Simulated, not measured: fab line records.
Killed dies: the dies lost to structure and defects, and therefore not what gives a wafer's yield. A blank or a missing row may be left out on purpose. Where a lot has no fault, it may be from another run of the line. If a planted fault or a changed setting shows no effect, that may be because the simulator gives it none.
fab line records -- flow gf180mcu
record lots=14, wafers=42, lastDay=34
route steps=602 shown MIM@514 V5@561 TOP_METAL@571
lots with no fault: from the same line, run without faults
startH: hours from the record's opening day to when the first of the lot's shown wafers began -- waitH: how many hours have passed since the lot's step before this one -- " the same as in the row above -- L1.1+2: a row that stands for several wafers -- - no value present, or no start provided -- * or withheld: withheld -- < > ~ a bound
route shown NAME@n: a module of which the file shows steps, and the number in the route of the first -- usual: average and standard deviation across the fault-free wafers -- same: alike in all rows -- chamber/n: place in a boat -- sites: readings site by site -- _std_site: standard deviation of those values -- _edge_site: mean of outer sites minus mean of inner sites -- radiusMm: how far each site lies from the wafer's centre -- mask NAME#n: copy n -- behind: tool/chamber where the wafer was last shaped -- hold: why the lot was held/for how many hours/how that ended -- device: transistor that didn't switch, given as n, p or np -- end of line: the tests these same wafers got at the end of their route -- where a step has no rows: the recipe by itself -- killed: not the wafer's yield, but the dies lost to structure and defects at the first sort -- map: dies across one wafer; x = killed, . = not, _ = none there
set.NAME: the setting that was run; set.NAME@STEP: the one run at that earlier step -- model.NAME: the simulator's own value behind a step, which no gauge read
route steps across a sampled set of lots; one table per step, one row per wafer
services: from which hour (startH, from the record's first day; less than 0 if before it) a tool's chamber was out of use, for how many hours, and why
## steps
# step GF_MIM_THK_MEAS_11
# recipe thkMeasGauge=xrf, reads=AlCu_of_MIM_SPUTTER_08
# usual MIM_ALCU_THK=198/3.3
lot.wafer,tool,chamber,startH,waitH,MIM_ALCU_THK[nm]
L230.1,filmMetro-01,-,564.46,0.1,199
L230.3,filmMetro-01,-,564.46,0.1,203
L230.4,filmMetro-01,-,564.46,0.1,199
L232.1,filmMetro-04,-,574.47,0.1,198
L232.4,filmMetro-04,-,574.47,0.1,200
L232.6,filmMetro-04,-,574.47,0.1,198
L233.1,filmMetro-04,-,593.07,0.1,201
L233.5,filmMetro-04,-,593.07,0.1,200
L233.6,filmMetro-04,-,593.07,0.1,195
L234.1,filmMetro-04,-,601.96,0.1,194
L234.4,filmMetro-04,-,601.96,0.1,195
L234.5,filmMetro-04,-,601.96,0.1,193
L235.2,filmMetro-01,-,619.00,0.1,198
L235.4,filmMetro-01,-,619.00,0.1,194
L235.5,filmMetro-01,-,619.00,0.1,195
L238.4,filmMetro-01,-,627.70,0.1,201
L238.5,filmMetro-01,-,627.70,0.1,198
L238.6,filmMetro-01,-,627.70,0.1,199
L239.1,filmMetro-04,-,636.29,0.1,192
L239.5,filmMetro-04,-,636.29,0.1,190
L239.6,filmMetro-04,-,636.29,0.1,198
L240.2,filmMetro-04,-,645.56,0.1,200
L240.4,filmMetro-04,-,645.56,0.1,193
L240.6,filmMetro-04,-,645.56,0.1,200
L242.3,filmMetro-02,-,654.73,0.1,199
L242.5,filmMetro-02,-,654.73,0.1,203
L242.6,filmMetro-02,-,654.73,0.1,200
L245.1,filmMetro-04,-,678.02,0.1,197
L245.4,filmMetro-04,-,678.02,0.1,201
L245.6,filmMetro-04,-,678.02,0.1,196
L246.1,filmMetro-04,-,684.49,0.1,193
L246.4,filmMetro-04,-,684.49,0.1,194
L246.6,filmMetro-04,-,684.49,0.1,193
L247.1,filmMetro-01,-,686.26,0.1,204
L247.2,filmMetro-01,-,686.26,0.1,202
L247.3,filmMetro-01,-,686.26,0.1,200
L250.1,filmMetro-01,-,708.01,0.1,198
L250.2,filmMetro-01,-,708.01,0.1,196
L250.6,filmMetro-01,-,708.01,0.1,205
L253.1,filmMetro-04,-,729.66,0.1,196
L253.2,filmMetro-04,-,729.66,0.1,199
L253.5,filmMetro-04,-,729.66,0.1,197
# step GF_V5_SPUTTER_21
# recipe material=Ti, targetThkNm=15, chamberPressurePa=5, powerW=2500, substrateTempC=200, timeS=80.02
# usual cathodeDcPowerW=2500.0/0.46, chamberPressurePa=5.001/0.01, throttleValvePct=30.1/0.93
lot.wafer,tool,chamber,startH,waitH,cathodeDcPowerW,chamberPressurePa,throttleValvePct
L230.1,pvdSputter-03,-,627.49,0.0,2500.5,5.004,30.5
L230.3,pvdSputter-03,-,627.49,0.0,2499.8,4.996,30.5
L230.4,pvdSputter-03,-,627.49,0.0,2499.9,4.990,29.5
L232.1,pvdSputter-02,-,638.13,0.0,2500.2,5.001,31.0
L232.4,pvdSputter-02,-,638.13,0.0,2500.4,5.023,29.8
L232.6,pvdSputter-02,-,638.13,0.0,2500.2,4.995,31.6
L233.1,pvdSputter-03,-,660.86,0.0,2499.6,5.020,30.3
L233.5,pvdSputter-03,-,660.86,0.0,2500.3,4.993,30.5
L233.6,pvdSputter-03,-,660.86,0.0,2499.3,5.015,29.5
L234.1,pvdSputter-02,-,662.73,0.0,2500.2,4.989,31.0
L234.4,pvdSputter-02,-,662.73,0.0,2499.5,4.991,31.5
L234.5,pvdSputter-02,-,662.73,0.0,2500.0,4.995,29.9
L235.2,pvdSputter-03,-,681.41,0.0,2499.9,4.999,30.7
L235.4,pvdSputter-03,-,681.41,0.0,2500.4,5.005,30.6
L235.5,pvdSputter-03,-,681.41,0.0,2500.0,5.007,28.6
L238.4,pvdSputter-03,-,688.41,0.0,2499.8,5.003,30.3
L238.5,pvdSputter-03,-,688.41,0.0,2500.2,4.991,30.6
L238.6,pvdSputter-03,-,688.41,0.0,2499.5,5.003,30.6
L239.1,pvdSputter-03,-,695.15,0.0,2500.7,5.004,29.4
L239.5,pvdSputter-03,-,695.15,0.0,2500.0,4.996,28.6
L239.6,pvdSputter-03,-,695.15,0.0,2500.2,4.991,30.6
L240.2,pvdSputter-03,-,705.20,0.0,2500.2,5.011,29.7
L240.4,pvdSputter-03,-,705.20,0.0,2500.1,5.001,28.7
L240.6,pvdSputter-03,-,705.20,0.0,2499.4,4.995,30.7
L242.3,pvdSputter-04,-,712.89,0.0,2500.2,4.990,30.0
L242.5,pvdSputter-04,-,712.89,0.0,2499.4,4.981,29.7
L242.6,pvdSputter-04,-,712.89,0.0,2500.9,5.009,29.2
L245.1,pvdSputter-03,-,735.72,0.0,2500.3,5.016,29.8
L245.4,pvdSputter-03,-,735.72,0.0,2500.5,4.991,28.6
L245.6,pvdSputter-03,-,735.72,0.0,2500.4,5.005,30.6
L246.1,pvdSputter-03,-,740.38,0.0,-,-,-
L246.4,pvdSputter-03,-,740.38,0.0,-,-,-
L246.6,pvdSputter-03,-,740.38,0.0,-,-,-
L247.1,pvdSputter-03,-,743.33,0.0,-,-,-
L247.2,pvdSputter-03,-,743.33,0.0,-,-,-
L247.3,pvdSputter-03,-,743.33,0.0,-,-,-
L250.1,pvdSputter-04,-,763.11,0.0,2501.0,5.000,29.1
L250.2,pvdSputter-04,-,763.11,0.0,2500.1,5.015,29.5
L250.6,pvdSputter-04,-,763.11,0.0,2501.0,4.992,29.5
L253.1,pvdSputter-02,-,781.01,0.0,2499.4,4.980,32.0
L253.2,pvdSputter-02,-,781.01,0.0,2499.6,4.999,30.1
L253.5,pvdSputter-02,-,781.01,0.0,2500.2,5.005,30.9
# step GF_TOP_METAL_SPUTTER_04
# recipe material=TiN, targetThkNm=25, powerW=6500, timeS=20.8, chamberPressurePa=0.4
# usual cathodeDcPowerW=6500.1/1.2, chamberPressurePa=0.4002/0.00082, throttleValvePct=29.5/1.1
lot.wafer,tool,chamber,startH,waitH,cathodeDcPowerW,chamberPressurePa,throttleValvePct
L230.1,pvdSputter-03,-,628.38,0.0,6500.6,0.4009,28.7
L230.3,pvdSputter-03,-,628.38,0.0,6499.2,0.3997,30.7
L230.4,pvdSputter-03,-,628.38,0.0,6499.8,0.3992,29.3
L232.1,pvdSputter-01,-,639.02,0.0,6500.4,0.4009,29.4
L232.4,pvdSputter-01,-,639.02,0.0,6499.1,0.4007,29.8
L232.6,pvdSputter-01,-,639.02,0.0,6501.1,0.4009,29.9
L233.1,pvdSputter-01,-,661.77,0.0,6501.7,0.4006,29.5
L233.5,pvdSputter-01,-,661.77,0.0,6500.2,0.4017,28.1
L233.6,pvdSputter-01,-,661.77,0.0,6500.4,0.4005,29.4
L234.1,pvdSputter-01,-,663.71,0.0,6499.5,0.3998,29.4
L234.4,pvdSputter-01,-,663.71,0.0,6498.7,0.4001,28.0
L234.5,pvdSputter-01,-,663.71,0.0,6500.8,0.4013,29.5
L235.2,pvdSputter-01,-,682.32,0.0,6499.8,0.4003,27.9
L235.4,pvdSputter-01,-,682.32,0.0,6501.5,0.4009,29.7
L235.5,pvdSputter-01,-,682.32,0.0,6501.3,0.4007,29.3
L238.4,pvdSputter-01,-,689.30,0.0,6499.2,0.4003,29.3
L238.5,pvdSputter-01,-,689.30,0.0,6499.0,0.4007,29.3
L238.6,pvdSputter-01,-,689.30,0.0,6500.4,0.4014,28.1
L239.1,pvdSputter-01,-,696.04,0.0,6497.9,0.4006,29.0
L239.5,pvdSputter-01,-,696.04,0.0,6500.6,0.3996,29.5
L239.6,pvdSputter-01,-,696.04,0.0,6499.8,0.4005,29.1
L240.2,pvdSputter-04,-,706.17,0.0,6499.4,0.4007,29.0
L240.4,pvdSputter-04,-,706.17,0.0,6501.4,0.3996,32.3
L240.6,pvdSputter-04,-,706.17,0.0,6501.9,0.4000,29.7
L242.3,pvdSputter-03,-,713.77,0.0,6501.1,0.4001,29.3
L242.5,pvdSputter-03,-,713.77,0.0,6501.0,0.4004,29.5
L242.6,pvdSputter-03,-,713.77,0.0,6500.5,0.3981,28.3
L245.1,pvdSputter-01,-,736.61,0.0,6501.2,0.4006,29.5
L245.4,pvdSputter-01,-,736.61,0.0,6499.2,0.3999,29.5
L245.6,pvdSputter-01,-,736.61,0.0,6498.4,0.4005,29.7
L250.1,pvdSputter-01,-,763.99,0.0,6500.2,0.4006,27.9
L250.2,pvdSputter-01,-,763.99,0.0,6500.6,0.3985,29.6
L250.6,pvdSputter-01,-,763.99,0.0,6501.4,0.4003,29.5
L253.1,pvdSputter-03,-,782.01,0.0,6500.4,0.4007,29.5
L253.2,pvdSputter-03,-,782.01,0.0,6501.1,0.3993,30.8
L253.5,pvdSputter-03,-,782.01,0.0,6499.0,0.3998,30.5
## services
tool,chamber,startH,hours,kind
pvdSputter-02,-,717.92,4.7,repair
pvdSputter-02,-,734.97,8.1,repair
## key
firstSign step=GF_V5_SPUTTER_21, reading=toolRecord, direction=missing
effect none on later readings
metAt GF_V5_SPUTTER_21
struckLots L246,L247
laterRowsLeftOut L246.1,L246.4,L246.6,L247.1,L247.2,L247.3
sortLeftOut L246.1,L246.4,L246.6,L247.1,L247.2,L247.3
notActingAt GF_MIM_THK_MEAS_11,GF_TOP_METAL_SPUTTER_04
onsetBetween 735.72 740.38
fault kind=skippedStepWhole, tool=pvdSputter-03, chamber=-, onsetH=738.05, steps=GF_V5_SPUTTER_21, scope=struckLotsOnly
# sortLeftOut: the simulated sort isn't trusted on such a fault, so these wafers' sort isn't shown, and their yield isn't known
# laterRowsLeftOut: the simulator's readings of these wafers behind a module that went badly wrong aren't trusted and aren't shown, but for the sort
